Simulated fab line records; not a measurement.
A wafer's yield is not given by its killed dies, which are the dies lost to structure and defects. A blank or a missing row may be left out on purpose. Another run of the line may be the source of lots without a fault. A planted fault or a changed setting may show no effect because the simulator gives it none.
fab line records	flow sky130
[record] lots = 6	wafers = 18	last_day = 49
route steps=708 shown METAL3@556 PAD_OPEN@708
lots that met no fault: taken from a fault-free run of the same line
start_h: start of the lot's first displayed wafer, in hours after the record's first day	wait_h: time in hours since the lot's previous step	" unchanged from the row above	L1.1+2: several wafers, shown together as one row	- either no value or no given start	* or withheld: withheld	< > ~ a bound
route shown NAME@n: names a module that has steps shown in the file, with the first one's number in the route	usual: mean/standard deviation taken from wafers without a fault	same: alike in all rows	chamber/n: place in a boat	sites: the reading at each site	_std_site: how widely they spread, as a standard deviation	_edge_site: mean of outer sites minus mean of inner sites	radius_mm: how far each site lies from the wafer's centre	mask NAME#n: copy n	behind: the most recent tool/chamber to have shaped the wafer	hold: why the lot went on hold/how many hours it stayed there/how the hold came to an end	device: the transistor (n, p or np) that didn't switch	end of line: tests run on the same wafers once the route is complete	a step without rows: its recipe alone	killed: dies lost to structure and defects at the first sort, not the wafer's yield	map: a wafer's dies, marking killed ones x, the rest . and places with no die _
set.NAME: the setting as run; set.NAME@STEP: as run at that earlier step	model.NAME: the simulator's own value behind a step, which no gauge read
certain route steps with their lots: each step a table, each wafer a row
services: from which hour (start_h, from the record's first day; less than 0 if before it) a tool's chamber was out of use, for how many hours, and why
[[steps]]
[step SKY_METAL3_HMDS_06]
[recipe] prime_time_s = 60	prime_temp_c = 120
[step SKY_METAL3_COAT_07]
[recipe] resist = BARC	temp_c = withheld	time_s = withheld	spin_rpm = 3000	resist_thk_nm = 60
[step SKY_METAL3_COAT_08]
[recipe] resist = KrF-thick	spin_rpm = 3000	resist_thk_nm = 1140
[step SKY_METAL3_SOFTBAKE_09]
[recipe] temp_c = 100	time_s = 90	resist = KrF-thick
[step SKY_METAL3_EXPOSE_10]
[recipe] mask_id = MM3	na = 0.68	source_shape = annular	sigma_inner = 0.4	sigma_outer = 0.8	target_cd_nm = 300	dose_mj = 28
[step SKY_METAL3_PEB_11]
[recipe] peb_temp_c = withheld	peb_time_s = withheld	resist = KrF-thick
[step SKY_METAL3_DEVELOP_12]
[recipe] develop_time_s = 62.18	resist = KrF-thick	dev_temp_c = 21
[step SKY_METAL3_CD_MEAS_13]
[recipe] target_cd_nm = 300
[usual] cd_nm = 299.9/1.9
lot.wafer	tool	chamber	start_h	wait_h	cd_nm
L211.1	cd_sem-01	-	922.75	-	299.7
L211.2	"	-	"	"	300.1
L211.5	"	-	"	"	299.0
L214.2	cd_sem-02	-	945.90	-	300.5
L214.3	"	-	"	"	301.7
L214.6	"	-	"	"	300.2
L215.2	cd_sem-01	-	976.51	-	298.8
L215.3	"	-	"	"	298.9
L215.6	"	-	"	"	299.8
L224.1	cd_sem-01	-	1004.08	-	296.0
L224.4	"	-	"	"	296.4
L224.5	"	-	"	"	295.8
L225.3	cd_sem-01	-	1018.47	-	300.3
L225.5	"	-	"	"	300.0
L225.6	"	-	"	"	300.7
L230.1	cd_sem-02	-	1040.64	-	297.8
L230.3	"	-	"	"	298.8
L230.6	"	-	"	"	298.3
[step SKY_METAL3_OVL_MEAS_14]
[usual] METAL3_OVL = -2/5.2
lot.wafer	tool	chamber	start_h	wait_h	METAL3_OVL[nm]
L211.1	overlay-01	-	922.87	0.1	-4
L211.2	"	-	"	"	5
L211.5	"	-	"	"	-4
L214.2	overlay-02	-	946.01	0.1	-2
L214.3	"	-	"	"	-7
L214.6	"	-	"	"	4
L215.2	overlay-01	-	976.61	0.1	-2
L215.3	"	-	"	"	1
L215.6	"	-	"	"	3
L224.1	overlay-02	-	1004.20	0.1	-5
L224.4	"	-	"	"	-3
L224.5	"	-	"	"	-7
L225.3	overlay-01	-	1018.56	0.1	1
L225.5	"	-	"	"	5
L225.6	"	-	"	"	-8
L230.1	overlay-02	-	1040.76	0.1	6
L230.3	"	-	"	"	5
L230.6	"	-	"	"	9
[step SKY_METAL3_DESCUM_15]
[recipe] chemistry = O2	source_power_w = 150	bias_power_w = 0	pressure_mtorr = 10	temp_c = 40	time_s = 8
[usual] drypump_motor_current_A = 5.7/0.58	he_backside_leak_sccm = 3.30/0.14	oes_product_au = 1.003/0.019	rf_fwd_power_W = 146.7/0.56
lot.wafer	tool	chamber	start_h	wait_h	drypump_motor_current_A	he_backside_leak_sccm	oes_product_au	rf_fwd_power_W	rf_hours_counter_h
L211.1	rie_metal-03	1	922.91	0.0	6.0	3.15	0.991	146.3	9
L211.2	"	0	"	"	5.6	3.24	1.035	145.8	8
L211.5	"	1	"	"	6.0	3.10	0.999	146.5	-
L214.2	rie_metal-03	1	946.04	0.0	6.0	3.21	0.986	145.1	10
L214.3	"	1	"	"	6.0	3.20	0.991	145.6	-
L214.6	"	1	"	"	5.9	3.13	1.004	146.2	-
L215.2	rie_metal-04	0	976.64	0.0	4.7	3.16	0.994	146.1	17
L215.3	"	0	"	"	4.7	3.28	1.005	146.3	-
L215.6	"	0	"	"	4.7	3.21	1.001	146.4	-
L224.1	rie_metal-04	1	1004.24	0.0	5.9	3.34	1.010	146.7	6
L224.4	"	0	"	"	4.7	3.31	0.990	147.2	-
L224.5	"	1	"	"	5.9	3.45	1.008	146.8	-
L225.3	rie_metal-02	1	1018.60	0.0	5.3	3.45	0.982	147.7	-
L225.5	"	1	"	"	5.3	3.37	0.985	147.8	-
L225.6	"	0	"	"	6.6	3.23	1.001	147.0	-
L230.1	rie_metal-03	1	1040.79	0.0	5.9	3.25	0.976	146.5	15
L230.3	"	1	"	"	6.0	3.34	0.972	146.5	-
L230.6	"	1	"	"	6.0	3.19	0.988	146.4	-
[step SKY_METAL3_ETCH_16]
[recipe] chemistry = N2/H2	target = BARC	ion_energy_ev = 200	bias_w = 100	pressure_mtorr = 30	n2_flow_sccm = 100	h2_flow_sccm = 200	icp_w = 500	stop_on = SiO2	time_s = 88.2	target_depth_a = 600
[usual] drypump_motor_current_A = 5.7/0.59	he_backside_leak_sccm = 3.29/0.11	oes_product_au = 0.626/0.0042	rf_fwd_power_W = 496.2/1.8	throttle_valve_pct = 13.204/0.0096
lot.wafer	tool	chamber	start_h	wait_h	drypump_motor_current_A	he_backside_leak_sccm	oes_product_au	rf_fwd_power_W	rf_hours_counter_h	throttle_valve_pct
L211.1	rie_metal-03	1	922.94	0.0	6.0	3.15	0.629	495.2	9	13.213
L211.2	"	0	"	"	5.6	3.21	0.633	495.5	8	13.210
L211.5	"	1	"	"	6.0	3.18	0.616	496.7	-	13.217
L214.2	rie_metal-03	1	946.07	0.0	5.9	3.09	0.632	494.3	10	13.217
L214.3	"	1	"	"	6.0	3.10	0.629	493.2	-	13.210
L214.6	"	1	"	"	6.0	3.19	0.624	494.4	-	13.212
L215.2	rie_metal-04	0	976.68	0.0	4.7	3.30	0.627	495.6	17	13.211
L215.3	"	0	"	"	4.7	3.16	0.621	494.5	-	13.192
L215.6	"	0	"	"	4.7	3.26	0.623	494.9	-	13.205
L224.1	rie_metal-04	1	1004.27	0.0	5.8	3.38	0.627	494.5	6	13.202
L224.4	"	0	"	"	4.7	3.34	0.624	498.6	-	13.202
L224.5	"	1	"	"	5.9	3.27	0.622	498.6	-	13.178
L225.3	rie_metal-02	1	1018.65	0.0	5.3	3.46	0.627	497.8	-	13.209
L225.5	"	1	"	"	5.3	3.45	0.621	496.8	-	13.212
L225.6	"	0	"	"	6.5	3.18	0.622	496.5	-	13.188
L230.1	rie_metal-03	1	1040.83	0.0	6.0	3.20	0.626	494.7	15	13.217
L230.3	"	1	"	"	5.9	3.28	0.619	491.9	-	13.215
L230.6	"	1	"	"	6.0	3.19	0.623	494.0	-	13.187
[step SKY_METAL3_ETCH_17]
[recipe] target = SiO2	stop_on = TiN	chemistry = C4F8/O2/Ar	source_w = 1500	bias_w = 1200	pressure_mtorr = 40	c4f8_flow_sccm = withheld	O2_flow_sccm = 6	Ar_flow_sccm = 300	time_s = 3.9	target_depth_a = 150
[usual] oes_product_au = 0.756/0.0085	rf_fwd_power_W = 1468/6.5
lot.wafer	tool	chamber	start_h	wait_h	oes_product_au	rf_fwd_power_W	rf_hours_counter_h
L211.1	rie_diel-02	3	923.04	0.1	0.743	1482	4
L211.2	"	1	"	"	0.749	1464	27
L211.5	"	1	"	"	0.741	1467	-
L214.2	rie_diel-01	1	946.17	0.1	0.756	1465	5
L214.3	"	2	"	"	0.746	1473	15
L214.6	"	1	"	"	0.759	1456	-
L215.2	rie_diel-01	3	976.77	0.1	0.748	1485	7
L215.3	"	1	"	"	0.761	1465	5
L215.6	"	0	"	"	0.754	1458	-
L224.1	rie_diel-01	0	1004.37	0.1	0.756	1463	7
L224.4	"	2	"	"	0.768	1466	17
L224.5	"	3	"	"	0.752	1471	-
L225.3	rie_diel-04	1	1018.72	0.0	0.759	1469	9
L225.5	"	3	"	"	0.770	1472	-
L225.6	"	1	"	"	0.770	1473	-
L230.1	rie_diel-04	0	1040.92	0.1	0.761	1480	21
L230.3	"	1	"	"	0.751	1473	10
L230.6	"	1	"	"	0.759	1477	-
[step SKY_METAL3_METAL_ETCH_18]
[recipe] target_depth_a = 8450	stop_on = SiO2	over_etch_frac = 0.3	time_s = 183.1	chemistry = Cl2/BCl3	resist_sidewall_deg = 88	pressure_mtorr = 10	icp_w = 900	bias_w = 48.5	Cl2_flow_sccm = 60	bcl3_flow_sccm = 30
[usual] drypump_motor_current_A = 5.7/0.59	he_backside_leak_sccm = 3.30/0.12	mfc_cl2_sccm = 59.98/0.17	oes_product_au = 0.865/0.0072	rf_fwd_power_W = 897/3.1	throttle_valve_pct = 22.265/0.009
lot.wafer	tool	chamber	start_h	wait_h	drypump_motor_current_A	he_backside_leak_sccm	mfc_cl2_sccm	oes_product_au	rf_fwd_power_W	rf_hours_counter_h	throttle_valve_pct	model.KrF-thick_of_METAL3_COAT_08.thk_nm	model.METAL3.cd_nm	model.SiO2_of_VIA2_HDPCVD_00.thk_nm
L211.1	rie_metal-02	1	923.06	0.0	5.3	3.42	59.89	0.877	896	13	22.274	546.2	309.8	464.4
L211.2	"	0	"	"	6.6	3.31	60.10	0.870	899	4	22.267	519.5	306	465.9
L211.5	"	0	"	"	6.6	3.22	60.02	0.871	894	-	22.269	521.6	304.9	467.2
L214.2	rie_metal-02	1	946.19	0.0	5.3	3.31	59.98	0.865	897	14	22.245	535.6	310.2	465.2
L214.3	"	0	"	"	6.6	3.40	59.91	0.862	894	-	22.267	263.8	276.5	454.4
L214.6	"	1	"	"	5.3	3.33	59.83	0.861	900	-	22.268	537.4	310.1	466.2
L215.2	rie_metal-02	1	976.79	0.0	5.3	3.37	60.13	0.867	893	16	22.256	543.8	307.8	467.1
L215.3	"	0	"	"	6.6	3.28	60.03	0.873	900	-	22.261	277.4	282.4	455.4
L215.6	"	0	"	"	6.6	3.26	60.27	0.866	900	-	22.268	279	280.8	455.1
L224.1	rie_metal-03	0	1004.39	0.0	5.6	3.13	60.12	0.856	894	12	22.238	496.8	304	463.9
L224.4	"	1	"	"	5.9	3.19	60.19	0.849	897	-	22.261	528.1	298	464.8
L224.5	"	1	"	"	5.9	3.20	60.20	0.858	894	-	22.259	532.8	293	466.1
L225.3	rie_metal-03	0	1018.80	0.1	5.6	3.11	59.73	0.868	899	-	22.274	496.2	313.6	465
L225.5	"	1	"	"	6.0	3.29	59.78	0.864	898	-	22.278	536.2	305.1	464.8
L225.6	"	0	"	"	5.6	3.22	60.06	0.867	893	-	22.264	498.5	315.9	465.7
L230.1	rie_metal-04	1	1040.94	0.0	5.9	3.43	59.66	0.866	899	8	22.273	521.7	287.4	467.3
L230.3	"	0	"	"	4.7	3.24	59.77	0.863	889	-	22.252	521.2	298.3	467.9
L230.6	"	0	"	"	4.7	3.28	59.63	0.878	891	-	22.259	528.2	297.5	466.3
[step SKY_METAL3_STRIP_19]
[recipe] chemistry = O2/N2	power_w = 1400	pressure_mtorr = 1500	platen_temp_c = withheld	o2_flow_sccm = 3000	n2_flow_sccm = 300	overash_fraction = 0.5
[usual] drypump_motor_current_A = 5.6/0.71	oes_product_au = 0.501/0.0077	strip_time_to_endpoint_s = 6.52/0.14
lot.wafer	tool	chamber	start_h	wait_h	drypump_motor_current_A	oes_product_au	rf_hours_counter_h	strip_time_to_endpoint_s
L211.1	plasma_asher-02	0	923.23	0.1	5.1	0.511	110	6.72
L211.2	"	1	"	"	5.9	0.500	110	6.46
L211.5	"	0	"	"	5.2	0.500	-	6.49
L214.2	plasma_asher-02	0	946.37	0.1	5.1	0.509	113	6.62
L214.3	"	1	"	"	5.9	0.386	-	3.84
L214.6	"	1	"	"	5.9	0.503	-	6.64
L215.2	plasma_asher-01	0	976.97	0.1	5.2	0.505	84	6.69
L215.3	"	1	"	"	6.2	0.395	-	3.99
L215.6	"	1	"	"	6.2	0.395	-	3.99
L224.1	plasma_asher-02	1	1004.56	0.1	5.9	0.496	119	6.24
L224.4	"	1	"	"	5.9	0.497	-	6.53
L224.5	"	0	"	"	5.1	0.516	-	6.59
L225.3	plasma_asher-04	1	1018.95	0.1	4.7	0.493	-	6.23
L225.5	"	1	"	"	4.6	0.513	-	6.64
L225.6	"	0	"	"	6.7	0.497	-	6.25
L230.1	plasma_asher-04	1	1041.12	0.1	4.7	0.499	26	6.48
L230.3	"	1	"	"	4.7	0.503	-	6.48
L230.6	"	0	"	"	6.7	0.501	-	6.57
[step SKY_METAL3_STRIP_20]
[recipe] chemistry = post_etch_residue_remover	time_s = 1200	temp_c = 72.5
[step SKY_PAD_OPEN_PROBE_99]
[usual] defect_limited_yield = 82.5/1.8	killed_at_M0_to_M3 = 44/6.6	killed_at_M4_up = 2.9/1.8	killed_at_contacts = 24/4.8	killed_at_front_end = 15/4.5	killed_at_other = 0.3/0.64	killed_dies = 86/8.7	killed_open = 47/6.5	killed_short = 39/5.8	sort_bin_3_pad_short = 0.9/0.4	sort_bin_5_function = 10.3/1.4	sort_bin_6_memory = 6.2/1.1	sort_n_pass = 406/8.7	sort_yield_pct = 82.5/1.8
[same] gross_dies = 492	killed_at_back_side = 0	sort_bin_4_leakage[%] = 0	sort_bin_8_speed[%] = 0
lot.wafer	tool	chamber	start_h	wait_h	defect_limited_yield[%]	killed_at_M0_to_M3	killed_at_M4_up	killed_at_contacts	killed_at_front_end	killed_at_other	killed_dies	killed_open	killed_short	sort_bin_3_pad_short[%]	sort_bin_5_function[%]	sort_bin_6_memory[%]	sort_n_pass	sort_yield_pct[%]	model.etest.met3.width_nm	model.etest.met3.line_ohm_um
L211.1	prober-02	-	1091.66	0.1	83.1	37	1	27	18	0	83	49	34	0.2	9.8	6.9	409	83.1	311.9	0.134
L211.2	prober-02	-	1091.71	0.1	80.7	46	3	33	13	0	95	56	39	1.2	12.0	6.1	397	80.7	305.9	0.14
L211.5	prober-02	-	1091.86	0.2	81.5	46	3	24	18	0	91	46	44	1.6	11.2	5.7	401	81.5	304.2	0.1364
L214.2	prober-01	-	1110.55	0.1	80.1	49	1	32	13	3	98	57	40	0.2	11.8	7.9	394	80.1	313.5	0.1374
L214.3	prober-01	-	1110.60	0.2	83.3	40	2	21	18	1	82	44	35	1.2	11.0	4.5	410	83.3	275.8	0.1575
L214.6	prober-01	-	1110.75	0.2	82.5	41	1	26	17	1	86	51	35	1.4	11.0	5.1	406	82.5	309.3	0.1402
L215.2	prober-01	-	1137.77	0.1	83.5	42	0	25	14	0	81	42	39	0.6	9.3	6.5	411	83.5	305.7	0.1413
L215.3	prober-01	-	1137.82	0.2	81.9	43	3	27	14	2	89	53	35	1.2	11.6	5.3	403	81.9	282.5	0.152
L215.6	prober-01	-	1137.97	0.2	77.4	64	6	31	9	1	111	72	39	1.0	13.8	7.7	381	77.4	279	0.153
L224.1	prober-01	-	1159.90	0.1	84.3	47	1	17	12	0	77	38	39	1.0	8.3	6.3	415	84.3	301	0.1442
L224.4	prober-01	-	1160.05	0.2	80.9	48	4	26	15	1	94	50	42	1.2	11.0	6.9	398	80.9	298.4	0.1487
L224.5	prober-01	-	1160.10	0.2	83.5	38	3	21	19	0	81	39	41	0.6	10.6	5.3	411	83.5	294.7	0.1512
L225.3	prober-02	-	1168.64	0.2	81.9	43	4	27	15	0	89	43	44	1.0	11.2	5.9	403	81.9	315.6	0.1329
L225.5	prober-02	-	1168.74	0.2	80.7	46	5	35	9	0	95	51	43	1.2	12.0	6.1	397	80.7	302.1	0.1421
L225.6	prober-02	-	1168.79	0.2	81.7	46	4	25	15	0	90	48	40	0.8	11.0	6.5	402	81.7	314.7	0.135
L230.1	prober-01	-	1186.76	0.1	81.1	41	4	25	22	1	93	55	37	0.4	11.6	6.9	399	81.1	285.9	0.1463
L230.3	prober-01	-	1186.86	0.2	83.3	36	4	21	21	0	82	42	35	1.0	9.3	6.3	410	83.3	300.5	0.143
L230.6	prober-01	-	1187.01	0.2	82.7	53	3	16	13	0	85	48	36	0.6	10.8	5.9	407	82.7	299.1	0.1371
// killed by level:class
L211.1 VIA1:geometric_particle:open=10 CONTACT:geometric_particle:open=8 LI_CONTACT:geometric_particle:open=7 POLY_GATE:geometric_particle:open=5 LOCAL_INTERCONNECT:geometric_particle:short=5 METAL1:geometric_particle:short=5 VIA1:geometric_particle:short=5 FIELD_ISO:geometric_particle:open=4
L211.2 VIA1:geometric_particle:open=11 CONTACT:geometric_particle:open=9 VIA3:geometric_particle:open=9 LOCAL_INTERCONNECT:geometric_particle:short=8 LI_CONTACT:geometric_particle:open=8 VIA2:geometric_particle:open=6 CONTACT:geometric_particle:short=6 FIELD_ISO:geometric_particle:open=4
L211.5 VIA3:geometric_particle:open=11 FIELD_ISO:geometric_particle:short=8 VIA1:geometric_particle:open=7 FIELD_ISO:geometric_particle:open=6 CONTACT:geometric_particle:open=6 LI_CONTACT:geometric_particle:open=5 VIA2:geometric_particle:open=5 VIA3:geometric_particle:short=5
L214.2 CONTACT:geometric_particle:open=10 VIA1:geometric_particle:open=10 LI_CONTACT:geometric_particle:open=8 VIA2:geometric_particle:open=8 VIA3:geometric_particle:open=8 CONTACT:geometric_particle:short=6 POLY_GATE:geometric_particle:short=5 METAL1:geometric_particle:short=5
L214.3 LI_CONTACT:geometric_particle:open=10 VIA2:geometric_particle:open=10 METAL1:geometric_particle:short=7 POLY_GATE:geometric_particle:open=6 CONTACT:geometric_particle:open=6 POLY_GATE:geometric_particle:short=5 VIA1:geometric_particle:short=5 LOCAL_INTERCONNECT:geometric_particle:short=4
L214.6 VIA2:geometric_particle:open=12 CONTACT:geometric_particle:open=10 LI_CONTACT:geometric_particle:open=9 VIA1:geometric_particle:open=7 FIELD_ISO:geometric_particle:short=5 VIA2:geometric_particle:short=5 POLY_GATE:geometric_particle:short=4 METAL2:geometric_particle:short=4
L215.2 CONTACT:geometric_particle:open=12 METAL2:geometric_particle:short=7 VIA3:geometric_particle:open=7 VIA1:geometric_particle:open=6 LOCAL_INTERCONNECT:geometric_particle:short=6 FIELD_ISO:geometric_particle:short=5 METAL1:geometric_particle:short=4 VIA2:geometric_particle:open=4
L215.3 VIA1:geometric_particle:open=15 LI_CONTACT:geometric_particle:open=12 CONTACT:geometric_particle:open=8 VIA3:geometric_particle:short=8 VIA1:geometric_particle:short=5 VIA2:geometric_particle:open=5 FIELD_ISO:geometric_particle:short=4 POLY_GATE:geometric_particle:open=4
L215.6 VIA1:geometric_particle:open=18 VIA3:geometric_particle:open=11 LI_CONTACT:geometric_particle:open=9 VIA2:geometric_particle:open=9 CONTACT:geometric_particle:open=8 METAL2:geometric_particle:short=7 LI_CONTACT:geometric_particle:short=4 METAL2:geometric_particle:open=4
L224.1 VIA1:geometric_particle:open=9 METAL1:geometric_particle:short=9 VIA2:geometric_particle:open=7 CONTACT:geometric_particle:short=5 VIA3:geometric_particle:open=5 LOCAL_INTERCONNECT:geometric_particle:short=4 VIA3:geometric_particle:short=4 LI_CONTACT:geometric_particle:open=3
L224.4 VIA1:geometric_particle:open=14 VIA3:geometric_particle:open=9 LI_CONTACT:geometric_particle:open=8 METAL2:geometric_particle:short=6 LOCAL_INTERCONNECT:geometric_particle:short=6 CONTACT:geometric_particle:open=5 METAL1:geometric_particle:short=5 FIELD_ISO:geometric_particle:open=4
L224.5 VIA1:geometric_particle:open=7 LI_CONTACT:geometric_particle:open=6 LOCAL_INTERCONNECT:geometric_particle:short=6 POLY_GATE:geometric_particle:short=5 CONTACT:geometric_particle:open=5 VIA1:geometric_particle:short=5 POLY_GATE:geometric_particle:open=4 METAL1:geometric_particle:short=4
L225.3 LI_CONTACT:geometric_particle:open=12 VIA1:geometric_particle:short=9 VIA1:geometric_particle:open=7 CONTACT:geometric_particle:open=6 VIA3:geometric_particle:open=6 METAL2:geometric_particle:short=5 FIELD_ISO:geometric_particle:short=4 METAL1:geometric_particle:short=4
L225.5 CONTACT:geometric_particle:open=15 LI_CONTACT:geometric_particle:open=9 VIA2:geometric_particle:open=9 VIA1:geometric_particle:short=9 METAL2:geometric_particle:short=9 VIA1:geometric_particle:open=7 VIA3:geometric_particle:short=6 FIELD_ISO:geometric_particle:open=4
L225.6 CONTACT:geometric_particle:open=10 LI_CONTACT:geometric_particle:open=7 VIA1:geometric_particle:open=7 POLY_GATE:geometric_particle:open=6 VIA1:geometric_particle:short=6 METAL2:geometric_particle:short=6 VIA2:geometric_particle:open=5 VIA3:geometric_particle:short=5
L230.1 VIA1:geometric_particle:open=14 FIELD_ISO:geometric_particle:short=9 CONTACT:geometric_particle:open=9 VIA2:geometric_particle:open=8 CONTACT:geometric_particle:short=7 LI_CONTACT:geometric_particle:open=6 METAL2:geometric_particle:short=4 POLY_GATE:geometric_particle:open=4
L230.3 VIA1:geometric_particle:open=10 CONTACT:geometric_particle:open=9 VIA2:geometric_particle:open=9 POLY_GATE:geometric_particle:short=4 CONTACT:geometric_particle:short=4 METAL2:geometric_particle:short=4 NWELL:coat_microbubble_printed=4 FIELD_ISO:geometric_particle:short=3
L230.6 VIA1:geometric_particle:open=11 VIA3:geometric_particle:open=11 VIA1:geometric_particle:short=6 METAL2:geometric_particle:short=6 CONTACT:geometric_particle:open=5 METAL1:geometric_particle:short=5 VIA2:geometric_particle:open=5 LI_CONTACT:geometric_particle:open=4
[[services]]
tool	chamber	start_h	hours	kind
rie_diel-01	2	902.19	1.2	repair
rie_diel-01	3	914.63	6.6	repair
rie_diel-04	3	924.06	1.8	repair
rie_diel-02	-	926.42	2.4	repair
rie_diel-02	0	932.11	-	clean
rie_diel-02	0	932.11	-	consumable_replace:showerhead
rie_diel-02	0	932.11	24.5	scheduled_down
rie_diel-02	0	932.11	24.5	vent_cycle
rie_diel-01	0	937.19	11.0	repair
rie_diel-04	-	969.17	14.6	pm
rie_diel-04	1	995.31	19.5	repair
rie_diel-04	2	995.54	33.2	repair
rie_diel-04	0	997.77	1.8	repair
rie_diel-01	2	1007.16	2.5	repair
rie_diel-01	2	1010.12	1.7	repair
rie_diel-02	-	1021.77	14.6	pm
rie_metal-03	-	1026.89	2.8	pm
rie_diel-04	3	1027.92	6.6	repair
[[key]]
[first_sign] step = SKY_METAL3_STRIP_19	reading = strip_time_to_endpoint_s	direction = down	sigmas = 18	usual = *	struck = *
[effect] step = SKY_METAL3_STRIP_19	reading = oes_product_au	direction = down	sigmas = 14	usual = 0.501	struck = 0.392
[model_effect] step = SKY_METAL3_METAL_ETCH_18	value = KrF-thick_of_METAL3_COAT_08.thk_nm	without = 526.3	struck = 273.4
[model_effect] step = SKY_PAD_OPEN_PROBE_99	value = etest.met3.width_nm	without = 306.7	struck = 279.1
met_at SKY_METAL3_METAL_ETCH_18
struck_wafers L214.3,L215.3,L215.6
onset_between 923.06 946.19
[fault] kind = process_parameter_drift	tool = rie_metal-02	chamber = 0	onset_h = 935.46	steps = SKY_METAL3_METAL_ETCH_18	channel = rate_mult	offset = 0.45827	shape = step	end_h = 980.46
